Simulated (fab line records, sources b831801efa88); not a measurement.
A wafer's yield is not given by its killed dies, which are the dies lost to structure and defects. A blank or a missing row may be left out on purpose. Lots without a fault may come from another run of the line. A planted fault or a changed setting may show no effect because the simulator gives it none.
A lot that was struck, set against a sound lot | flow sky130 | 35 steps out of a route of 708
Sound: the wafers L955.2, L955.3, L955.6. Struck: wafers L958.1, L958.4, L958.5. At the end, the cause is stated.
Each step with rows lists, per side, the tool, then ch with its chambers, then its first start. Under that, the readings that differ: sound wafers | struck wafers | difference of the means | sigmas: that difference in standard deviations of wafers without a fault.
alike: same words and numbers on both sides, and readings whose means sit less than 2 such deviations apart. not compared: any withheld reading, any reading some wafer has no value for, any bound like >300 that may hide the same value, and any number with overlapping values for which the record gives no deviation.
The two part at a step that has a row with sigmas, a row that says differs or no value, or rows on one side only. Non-overlapping numbers with no deviation appear without sigmas and do not part them. A reading that every wafer of one side lacks parts them only if that side has two wafers or more.

first, 4 steps without rows for these wafers: SKY_METAL5_SOFTBAKE_10 (time 60 s); SKY_METAL5_EXPOSE_11 (exposes mask MM5, target cd 1600 nm); SKY_METAL5_PEB_12; SKY_METAL5_DEVELOP_13 (develop time 60 s).
SKY_METAL5_DESCUM_14: chemistry O2, time 11 s.
  sound on rieMetal-03 ch 1, day 45 17:35; struck on rieMetal-04 ch 0,1, day 46 06:37
  alike: drypumpMotorCurrentA, oesProductAu, rfFwdPowerW
  not compared: rfHoursCounterH
SKY_METAL5_METAL_ETCH_15: etches the open film in Cl2/BCl3, stops on SiO2, target depth 1260 nm, time 252 s.
  sound on rieMetal-03 ch 1, day 45 17:37; struck on rieMetal-04 ch 0,1, day 46 06:39
  alike: drypumpMotorCurrentA, oesProductAu, rfFwdPowerW, throttleValvePct
  not compared: rfHoursCounterH
SKY_METAL5_STRIP_16: strips in O2/N2.
  sound on plasmaAsher-04 ch 0, day 45 17:51; struck on plasmaAsher-02 ch 0, day 46 06:53
reading                  | sound       | struck      | difference | sigmas
drypumpMotorCurrentA (A) | 6.1 6.2 6.1 | 5.1 5.1 5.1 | -1.0       | -2
  alike: oesProductAu, stripTimeToEndpointS
  not compared: rfHoursCounterH
then, 4 steps without rows for these wafers: SKY_METAL5_STRIP_17 (strips in post etch residue remover, time 1200 s); SKY_METAL5_CLEAN_18 (cleans in IPA, time 180 s); SKY_METAL5_CLEAN_19 (cleans in O3/DIW); SKY_PASSIVATION_CVD_00 (deposits SiO2, target thk 90 nm).
SKY_PASSIVATION_THK_MEAS_01:
  sound on filmMetro-02, day 45 18:29; struck on filmMetro-02, day 46 07:31
  alike: PASSIVATION_CVD_00_THK
SKY_PASSIVATION_CVD_02: deposits Si3N4, target thk 540 nm.
  sound on pecvd-01 ch 0,1, day 45 18:32; struck on pecvd-01 ch 0,1,2, day 46 07:35
reading                                      | sound             | struck            | difference | sigmas
rfFwdPowerW (W)                              | 447.3 450.7 447.5 | 630.2 629.3 631.7 | +181.9     | +99 or more
model.Si3N4_of_PASSIVATION_CVD_02.thkNm (nm) | 543 537 549.6     | 598.6 610.7 604.8 | +61.5      | 
  alike: heaterPowerW
SKY_PASSIVATION_THK_MEAS_03:
  sound on filmMetro-03, day 45 18:46; struck on filmMetro-01, day 46 07:48
reading                     | sound       | struck      | difference | sigmas
PASSIVATION_CVD_02_THK (nm) | 543 537 550 | 598 611 605 | +61        | +9
then, 7 steps without rows for these wafers: SKY_PASSIVATION_DEHYDRATE_04 (time 60 s); SKY_PASSIVATION_HMDS_05 (prime time 60 s); SKY_PASSIVATION_COAT_06 (resist thk 3000 nm); SKY_PASSIVATION_SOFTBAKE_07; SKY_PASSIVATION_EXPOSE_08 (exposes mask NSM, target cd 3000 nm); SKY_PASSIVATION_PEB_09; SKY_PASSIVATION_DEVELOP_10 (develop time 60 s).
SKY_PASSIVATION_ETCH_11: etches the open film in CF4/O2, stops on AlCu, target depth 725 nm, time 161.1 s.
  sound on rieDiel-04 ch 0,2, day 46 15:35; struck on rieDiel-03 ch 0,1,3, day 47 03:29
  alike: drypumpMotorCurrentA, oesProductAu, rfFwdPowerW, throttleValvePct
  not compared: rfHoursCounterH, model.PASSIVATION.featureDepthNm, model.etch.depthNm
SKY_PASSIVATION_STRIP_12: strips in O2/N2.
  sound on plasmaAsher-03 ch 0,1, day 46 15:41; struck on plasmaAsher-01 ch 0,1, day 47 03:35
reading                  | sound             | struck            | difference | sigmas
stripTimeToEndpointS (s) | 31.71 31.79 31.73 | 31.50 31.46 31.57 | -0.23      | -2
  alike: drypumpMotorCurrentA, oesProductAu
  not compared: rfHoursCounterH
then, 7 steps without rows for these wafers: SKY_PAD_OPEN_DEHYDRATE_00 (time 60 s); SKY_PAD_OPEN_HMDS_01 (prime time 60 s); SKY_PAD_OPEN_COAT_02 (resist thk 3000 nm); SKY_PAD_OPEN_SOFTBAKE_03; SKY_PAD_OPEN_EXPOSE_04 (exposes mask PDM, target cd 60000 nm); SKY_PAD_OPEN_PEB_05; SKY_PAD_OPEN_DEVELOP_06 (develop time 60 s).
SKY_PAD_OPEN_ETCH_07: etches the open film in CF4/O2, stops on AlCu, target depth 725 nm, time 161.1 s.
  sound on rieDiel-02 ch 0,2,3, day 47 11:21; struck on rieDiel-03 ch 1,2,3, day 47 23:52
  alike: drypumpMotorCurrentA, oesProductAu, rfFwdPowerW, throttleValvePct
  not compared: rfHoursCounterH, model.PAD_OPEN.featureDepthNm, model.etch.depthNm
SKY_PAD_OPEN_STRIP_08: strips in O2/N2.
  sound on plasmaAsher-03 ch 0,1, day 47 11:28; struck on plasmaAsher-03 ch 0,1, day 47 23:58
  alike: drypumpMotorCurrentA, oesProductAu, stripTimeToEndpointS
  not compared: rfHoursCounterH
SKY_PAD_OPEN_STRIP_09: strips in post etch residue remover, time 1200 s.
  sound on wetBench-01 ch 2, day 47 11:34; struck on wetBench-02 ch 0, day 48 00:04
reading                                      | sound             | struck            | difference | sigmas
model.Si3N4_of_PASSIVATION_CVD_02.thkNm (nm) | 542.7 536.6 549.3 | 598.2 610.3 604.4 | +61.4      | 
then, 1 step without rows for these wafers: SKY_PAD_OPEN_CLEAN_10 (cleans in IPA, time 180 s).
SKY_PAD_OPEN_PROBE_99:
  sound on prober-02, day 47 13:45; struck on prober-02, day 48 02:11
  alike: defectLimitedYield, killed_at_M0_to_M3, killed_at_M4_up, killedAtContacts, killedAtFrontEnd, killedAtOther, killedDies, killedOpen, killedShort, sort_bin_3_pad_short, sort_bin_5_function, sort_bin_6_memory, sortNPass, sortYieldPct

WHERE THEY PART
Earliest at SKY_METAL5_STRIP_16; latest, in this record, at SKY_PASSIVATION_STRIP_12. Later steps at which nothing parts them and some readings are alike: SKY_PAD_OPEN_ETCH_07, SKY_PAD_OPEN_STRIP_08, SKY_PAD_OPEN_PROBE_99.

WHY: what had been put in by the simulator
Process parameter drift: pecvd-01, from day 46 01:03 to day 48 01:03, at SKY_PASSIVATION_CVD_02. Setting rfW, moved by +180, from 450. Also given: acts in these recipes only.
